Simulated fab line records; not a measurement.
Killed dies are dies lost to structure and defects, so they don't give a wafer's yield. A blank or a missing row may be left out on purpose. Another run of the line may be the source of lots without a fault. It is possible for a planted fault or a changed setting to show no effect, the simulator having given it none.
Split-lot study    flow sfq-line    5 lots, 23 wafers read, on a route of 325 steps

== THE SPLIT ==
At SFQ_TRILAYER_M6_LITHO_COAT_164 (resist thk 62 nm), the setting spin-rpm was moved away from the recipe's 3000 rpm on 7 of the 23 wafers read, by -5.3% to +6.1%. For the rest of the wafers, this setting stayed at what the recipe calls for.

== FROM THE SPLIT TO THE READING: what the file shows between them, 2 steps ==
- SFQ_TRILAYER_M6_LITHO_PEB_162: peb time 60 s (also split here: peb-temp-c)
- SFQ_TRILAYER_M6_LITHO_DEVELOP_161: time 60 s

== THE READING ==
etch.depth-nm (the simulator's own value, which no gauge read), in nm, at SFQ_TRILAYER_M6_BARC_OPEN_METAL_ETCH_206 (etches BARC in O2, target depth 125 nm, time 41.7 s). The file gives no usual value for it. Average 62.07 nm, standard deviation 0.12 nm, over the 16 wafers here run with the recipe.

wafer   tool, chamber at the split  spin-rpm as run, rpm  against the recipe  etch.depth-nm, nm  against lot-mates on the recipe
L076.1  litho-track-01, 0           3000                  recipe              62.11              -
L076.2  litho-track-01, 0           3000                  recipe              62.09              -
L076.3  litho-track-01, 0           3000                  recipe              62.13              -
L076.4  litho-track-01, 0           3000                  recipe              62.15              -
L076.5  litho-track-01, 0           3000                  recipe              61.8               -
L077.1  litho-track-01, 0           3000                  recipe              62.1               -
L077.2  litho-track-01, 0           2840                  -5.3%               63.79              +1.68
L077.3  litho-track-01, 0           3000                  recipe              61.98              -
L077.4  litho-track-01, 0           2840                  -5.3%               63.75              +1.64
L077.6  litho-track-01, 0           3000                  recipe              62.26              -
L080.1  litho-track-01, 0           3000                  recipe              61.92              -
L080.3  litho-track-01, 0           3000                  recipe              61.9               -
L080.6  litho-track-01, 0           3000                  recipe              62.09              -
L083.1  litho-track-03, 0           3000                  recipe              62.18              -
L083.3  litho-track-03, 0           3182                  +6.1%               60.21              -1.93
L083.4  litho-track-03, 0           3000                  recipe              62.24              -
L083.5  litho-track-03, 0           3000                  recipe              62                 -
L083.6  litho-track-03, 0           3182                  +6.1%               60.18              -1.96
L084.1  litho-track-01, 0           2879                  -4.0%               63.21              +1.13
L084.2  litho-track-01, 0           2879                  -4.0%               63.29              +1.21
L084.4  litho-track-01, 0           2879                  -4.0%               63.14              +1.06
L084.5  litho-track-01, 0           3000                  recipe              61.97              -
L084.6  litho-track-01, 0           3000                  recipe              62.18              -

FIT RESULTS
A straight line over all 23 wafers: etch.depth-nm changes by -0.306 nm for each +1% of spin-rpm; r = -0.99; the points scatter about the line by 0.12 nm.
The same after taking each lot's own level away (the mean of its wafers on the recipe; 23 wafers): -0.308 nm for each +1%; r = -0.99; scatter 0.11 nm.
The reading moves by 1.9 nm for the largest change in spin-rpm, on that fit.
From 61.970 to 62.140 nm: that is the span of the lots' own levels, equal to 1.4 times the standard deviation above.
Consequently the slope shifts little with the lot-to-lot level, the two slopes agreeing.
Check: with one of the wafers moved furthest among these (+6.1%) left out of the fit, the line predicts -1.87 nm for it against its lot-mates. It came out at -1.93 nm against them.

== THE OTHER SPLITS THESE WAFERS WENT THROUGH ==
Note: prior to the reading, these wafers also went through further splits. Each is held against what the fit with the lots' levels taken away leaves over:
other split on the same wafers                     wafers away from the commonest value  r with etch.depth-nm (lot level and that fit taken away)
SFQ_TRILAYER_I4_VIA_BARC_OPEN_VIA_ETCH_146 time-s  8                                     +0.12
SFQ_TRILAYER_JJ_CE_LITHO_COAT_114 resist-thk-nm    9                                     -0.22
SFQ_TRILAYER_M5_ETCH_METAL_ETCH_126 icp-w          4                                     +0.10
SFQ_TRILAYER_R5_LITHO_COAT_136 spin-rpm            11                                    +0.13
SFQ_TRILAYER_R5_LITHO_PEB_139 peb-temp-c           6                                     +0.12
SFQ_TRILAYER_C5_LITHO_COAT_156 resist-thk-nm       7                                     +0.05
SFQ_TRILAYER_C5_BARC_OPEN_VIA_ETCH_210 bias-w      8                                     -0.16
SFQ_TRILAYER_M6_LITHO_PEB_162 peb-temp-c           7                                     -0.44

== THE WHOLE CHAIN: every reading that the file lists as answering this split, in the file's order ==
step                                      what it does                                         reading                                                                                     change (the file's fit)                r (the file's)
SFQ_TRILAYER_M6_LITHO_COAT_164            resist thk 62 nm                                     BARC_of_TRILAYER_M6_LITHO_COAT_164.thk-nm (the simulator's own value, which no gauge read)  -0.309 nm for each +1% of the setting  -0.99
SFQ_TRILAYER_M6_BARC_OPEN_METAL_ETCH_206  etches BARC in O2, target depth 125 nm, time 41.7 s  etch.depth-nm (the simulator's own value, which no gauge read)                              -0.309 nm for each +1% of the setting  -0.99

== FILE'S OWN FIT ==
etch.depth-nm changes by -0.309 nm for each +1% of spin-rpm, r = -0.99.
